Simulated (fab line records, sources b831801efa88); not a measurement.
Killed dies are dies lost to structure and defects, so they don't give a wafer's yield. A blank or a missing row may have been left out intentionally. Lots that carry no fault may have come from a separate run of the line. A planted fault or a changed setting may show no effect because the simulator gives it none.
Matching of chambers | flow sky130 | SKY_CONTACT_CVD_00 on pecvd-01: 3 sister chambers
The step deposits Si3N4, target thk 75 nm. 6 wafers are shown with their chamber, then 11 later ones without.

WAFERS PAIRED WITH THEIR CHAMBERS
wafer  | chamber | heater-power-w (W) | susceptor-temp-C (C)
L082.3 | 2       | 662                | 399.59
L082.6 | 0       | 636                | 399.90
L084.3 | 0       | 586                | 400.18
L086.3 | 2       | 681                | 400.01
L086.6 | 1       | 584                | 399.73
L088.2 | 1       | 665                | 399.22

WAFERS WITHOUT THEIR CHAMBER
wafer  | heater-power-w (W) | susceptor-temp-C (C)
L088.3 | 623                | 399.98
L088.5 | 653                | 399.51
L089.1 | 552                | 400.15
L089.2 | 606                | 400.14
L089.6 | 588                | 400.18
L095.1 | 607                | 400.35
L095.2 | 661                | 400.00
L095.4 | 638                | 400.03
L096.1 | 579                | 400.21
L096.4 | 663                | 400.11
L096.5 | 613                | 399.93

THE CHAMBER EACH PASSED THROUGH
wafer  | from the rows above          | in truth
L088.3 | can't be placed: 0 or 2 or 1 | 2
L088.5 | can't be placed: 1 or 2 or 0 | 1
L089.1 | can't be placed: 0 or 1 or 2 | 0
L089.2 | can't be placed: 0 or 2 or 1 | 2
L089.6 | can't be placed: 0 or 2 or 1 | 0
L095.1 | can't be placed: 0 or 2 or 1 | 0
L095.2 | can't be placed: 2 or 0 or 1 | 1
L095.4 | can't be placed: 0 or 2 or 1 | 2
L096.1 | can't be placed: 0 or 2 or 1 | 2
L096.4 | can't be placed: 2 or 0 or 1 | 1
L096.5 | can't be placed: 0 or 2 or 1 | 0
0 of 11 placed correctly. Can't be placed from these rows: 11 (the true chamber is among the candidates in 11). Number placed wrongly: 0.
How it was worked out, from the rows above alone: a wafer's distance from a chamber is the root of the sum, over the readings, of the square of ((its reading less the chamber's mean) divided by the reading's scatter). If the next closest chamber is less than 2 further off than the closest, the wafer can't be placed; otherwise it belongs to the closest. For every chamber, the mean is computed from those of its wafers that are shown. How the scatter is found: for the shown wafers, subtract from each reading the mean of its chamber, square and add these, divide the total by (wafers less chambers), then take the root.
